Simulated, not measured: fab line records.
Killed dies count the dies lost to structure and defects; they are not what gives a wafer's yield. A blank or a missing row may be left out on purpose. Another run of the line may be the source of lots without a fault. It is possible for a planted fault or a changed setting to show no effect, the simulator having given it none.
The tool behind it: which one? -- flow gf180mcu -- 14 lots, 42 wafers sampled, at 3 steps of a route of 602

WHAT THE GAUGES SHOWED, per wafer
GF_V5_THK_MEAS_03. Usual: for V5_CVD_02_THK the level is 1441 nm and the standard deviation is 18.
lot,measured,on,V5_CVD_02_THK (nm),flag
L920,day 26 09:52,film_metro-01,1435 1448 1463,
L921,day 26 16:11,film_metro-01,1415 1444 1473,
L922,day 26 23:28,film_metro-04,1413 1387 1442,
L924,day 27 18:32,film_metro-04,1434 1433 1450,
L923,day 27 20:12,film_metro-03,1447 1440 1455,
L925,day 28 05:44,film_metro-01,1419 1428 1430,
L926,day 28 13:43,film_metro-04,1451 1463 1443,
L929,day 29 09:40,film_metro-03,1445 1445 1441,
L930,day 29 18:09,film_metro-03,1451 1494 1473,
L932,day 30 05:59,film_metro-01,1432 1478 1473,
L938,day 31 16:47,film_metro-01,1436 1410 1443,
L939,day 32 01:58,film_metro-03,1395 1432 1424,
L940,day 32 07:19,film_metro-03,1419 1424 1460,
L941,day 32 12:27,film_metro-04,1453 1474 1460,

GF_V5_OVL_MEAS_15. Usual: for V5_OVL the level is 8 nm and the standard deviation is 6.7.
lot,measured,on,V5_OVL (nm),flag
L920,day 27 06:49,overlay-01,3 6 -4,
L921,day 27 12:22,overlay-01,17 20 16,
L922,day 27 19:46,overlay-02,8 2 9,
L924,day 28 14:38,overlay-01,4 1 10,
L923,day 28 16:24,overlay-01,3 6 11,
L925,day 29 01:27,overlay-02,13 10 4,
L926,day 29 08:59,overlay-02,12 4 16,
L929,day 30 03:43,overlay-02,7 -6 -4,
L930,day 30 12:34,overlay-01,7 8 14,
L932,day 31 01:16,overlay-01,16 14 3,
L938,day 32 10:27,overlay-02,-2 6 -1,
L939,day 32 19:01,overlay-01,0 5 -10,
L940,day 33 00:03,overlay-01,0 4 5,
L941,day 33 04:46,overlay-01,4 12 6,

WHICH TOOL RAN EACH LOT (tool, then ch and the chambers of the sampled wafers, then the start)
lot,GF_MIM_SPUTTER_04
L920,"pvd_sputter-04, day 24 13:09"
L921,"pvd_sputter-04, day 24 20:08"
L922,"pvd_sputter-03, day 25 03:43"
L924,"pvd_sputter-04, day 25 23:53"
L923,"pvd_sputter-04, day 26 01:29"
L925,"pvd_sputter-03, day 26 11:31"
L926,"pvd_sputter-02, day 26 19:44"
L929,"pvd_sputter-02, day 27 17:10"
L930,"pvd_sputter-02, day 28 01:45"
L932,"pvd_sputter-03, day 28 14:16"
L938,"pvd_sputter-03, day 30 03:37"
L939,"pvd_sputter-04, day 30 13:07"
L940,"pvd_sputter-03, day 30 18:34"
L941,"pvd_sputter-04, day 30 23:50"
- GF_MIM_SPUTTER_04: material TiN, target thk 50 nm, time 41.7 s.

WHAT THE TOOLS THEMSELVES READ (means of the sampled wafers that have a number; where no wafer has one, the mark that the record gives instead)
GF_MIM_SPUTTER_04. Usual: throttle_valve_pct 30.0 %, standard deviation 1.2.
lot,tool,throttle_valve_pct (%),flag
L920,pvd_sputter-04,29.9,
L921,pvd_sputter-04,29.6,
L922,pvd_sputter-03,29.7,
L924,pvd_sputter-04,29.3,
L923,pvd_sputter-04,30.3,
L925,pvd_sputter-03,30.6,
L926,pvd_sputter-02,31.2,
L929,pvd_sputter-02,31.0,
L930,pvd_sputter-02,30.7,
L932,pvd_sputter-03,30.3,
L938,pvd_sputter-03,29.9,
L939,pvd_sputter-04,30.4,
L940,pvd_sputter-03,30.0,
L941,pvd_sputter-04,29.3,

THE ANSWER, worked out from the rows above alone
Rule: lot off if the mean of its wafers having a number is beyond 3 standard deviations from the usual mean. Also off: a lot with no number at a reading for which 4 or more lots have one. All remaining lots with rows at the step are treated as sound. After the gauges, taken in route order, come the tools' own readings; for these a lot's mean is taken, as printed above. The first step at which some lot is off is used, and at that step the reading that is off furthest; a lot without a number counts as furthest.
No lot is off on any of the readings shown, so nothing can be concluded from this.

WHAT HAD BEEN PUT IN BY THE SIMULATOR
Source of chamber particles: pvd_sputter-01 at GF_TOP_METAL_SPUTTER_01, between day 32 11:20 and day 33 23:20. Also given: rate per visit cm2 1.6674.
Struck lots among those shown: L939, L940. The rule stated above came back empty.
